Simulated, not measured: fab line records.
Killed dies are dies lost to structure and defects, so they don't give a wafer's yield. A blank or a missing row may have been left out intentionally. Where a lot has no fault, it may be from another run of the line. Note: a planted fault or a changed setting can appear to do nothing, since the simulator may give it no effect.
Which of the tools did it?    flow sky130    6 lots with 18 wafers sampled at 3 steps, on a route of 708 steps

== WHAT THE GAUGES READ, wafer by wafer ==
SKY_LDD_LDN_OVL_MEAS_07.
lot   measured      on          LDD_LDN_OVL (nm)
L719  day 23 07:37  overlay-01  -2.8 -1.3 -1.6
L724  day 25 14:29  overlay-02  -0.7 -1.9 -1.0
L726  day 26 13:44  overlay-02  -3.0 -4.6 -1.7
L730  day 27 20:20  overlay-01  - - -
L735  day 29 10:17  overlay-02  0.0 -0.2 -1.8
L740  day 30 16:23  overlay-02  1.3 -1.7 0.9

== WHICH TOOL RAN EACH LOT (tool, then ch and the chambers of the sampled wafers, then the start) ==
lot   SKY_POLY_GATE_ETCH_16              SKY_LDD_LDN_EXPOSE_04
L719  rieDiel-01 ch 0,3, day 16 20:08    ilineStepper-02 ch 0, day 22 17:37
L724  rieDiel-04 ch 0,1,3, day 19 00:56  ilineStepper-01 ch 0, day 24 23:34
L726  rieDiel-03 ch 0,1,2, day 19 21:19  ilineStepper-02 ch 0, day 25 23:29
L730  rieDiel-01 ch 0,2,3, day 21 12:07  ilineStepper-01 ch 0, day 27 05:42
L735  rieDiel-03 ch 0,1,2, day 23 04:38  ilineStepper-01 ch 0, day 28 20:29
L740  rieDiel-03 ch 0,2, day 24 13:10    ilineStepper-02 ch 0, day 30 03:40
- SKY_POLY_GATE_ETCH_16: etches Si3N4 in CH3F/O2, stops on poly-Si, time 147.5 s, target depth 75 nm.
- SKY_LDD_LDN_EXPOSE_04: exposes mask LDNTM, target cd 700 nm.

== THE ANSWER, worked out from the rows above alone ==
Rule: the lots themselves supply what counts as usual. The widest of any qualifying gaps counts: lots, ordered by their means at a reading, are off when they make up no more than a third of the lots, leave a main group of 4 or more, and stand apart from it by 3 or more times the standard deviation of that group's means. Not used: any main group whose means are identical at the precision the tables above print for the reading. A lot without any number at a reading at which 4 lots or more have one is off too. Any other lot the step has rows for is counted as sound.
Off: L730, at SKY_LDD_LDN_OVL_MEAS_07 (LDD_LDN_OVL). Without a number there: L730. The main group has a mean of -1.3 nm with a standard deviation of 1.1.
A tool fits if, at a process step before that reading, it ran every lot that is off, and no sound lot after the first of them. Gauges at SKY_LDD_LDN_OVL_MEAS_07: tried the same way as those tools. Undecided on this evidence; 2 tools fit (rieDiel-01 at SKY_POLY_GATE_ETCH_16, overlay-01 at SKY_LDD_LDN_OVL_MEAS_07).

== WHAT THE SIMULATOR PUT IN ==
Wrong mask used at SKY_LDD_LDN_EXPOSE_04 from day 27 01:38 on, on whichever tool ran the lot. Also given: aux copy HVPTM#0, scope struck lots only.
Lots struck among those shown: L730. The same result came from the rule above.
